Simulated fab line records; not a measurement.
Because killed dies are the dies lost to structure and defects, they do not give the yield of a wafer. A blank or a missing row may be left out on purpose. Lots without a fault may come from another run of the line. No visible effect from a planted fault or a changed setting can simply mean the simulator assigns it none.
A single fault, viewed from 2 desks / flow sky130 / numbers are kept per desk, each desk with only its own; the story behind them comes last

## THE TOOL OWNER'S DESK: cmp-01
The tool's own readings at SKY_VIA3_CMP_02 (polishes SiO2): means of the sampled wafers that have a number, for each lot that ran on this tool. The brackets show how far a lot's mean lies from the usual mean; more than 4 standard deviations puts the lot out of limits, marked OUT.
Columns: A = motor current A at SKY_VIA3_CMP_02, usual 11.8 A; B = retaining ring pressure frac at SKY_VIA3_CMP_02, usual 1.000
lot=L683; first seen here=day 38 06:23; A=11.8; B=0.994
lot=L684; first seen here=day 38 18:19; A=11.1; B=1.004
lot=L690; first seen here=day 40 17:31; A=12.9; B=0.999
lot=L697; first seen here=day 42 17:06; A=10.8; B=0.999
This desk's verdict: no lot among the 4 shows anything out of limits.

## THE METROLOGY DESK
Means of the sampled wafers that have a number, per lot and without regard to the tool the lot ran on: this is what the gauges read. The brackets show how far a lot's mean lies from the usual mean; more than 4 standard deviations puts the lot out of limits, marked OUT.
Columns: A = VIA3_BOW at SKY_VIA3_BOW_MEAS_03, usual 80 um; B = CAP2M_TIN_RS at SKY_CAP2M_RS_MEAS_03, usual 6.88 ohm/sq
lot=L683; first seen here=day 38 06:41; A=90; B=6.88
lot=L684; first seen here=day 38 18:37; A=74; B=6.96
lot=L686; first seen here=day 40 04:44; A=78; B=6.89
lot=L685; first seen here=day 40 08:17; A=81; B=6.92
lot=L688; first seen here=day 40 08:37; A=90; B=6.79
lot=L689; first seen here=day 40 11:42; A=85; B=6.94
lot=L690; first seen here=day 40 17:46; A=83; B=6.88
lot=L697; first seen here=day 42 17:17; A=82; B=6.92
lot=L702; first seen here=day 44 06:50; A=78; B=6.76
lot=L706; first seen here=day 44 21:18; A=77; B=6.91
This desk's verdict: no lot among the 10 shows anything out of limits.

## BROUGHT TOGETHER
The desk of the tool owner found nothing out of limits.
The metrology desk saw nothing out of limits.

## WHAT WAS PUT IN BY THE SIMULATOR
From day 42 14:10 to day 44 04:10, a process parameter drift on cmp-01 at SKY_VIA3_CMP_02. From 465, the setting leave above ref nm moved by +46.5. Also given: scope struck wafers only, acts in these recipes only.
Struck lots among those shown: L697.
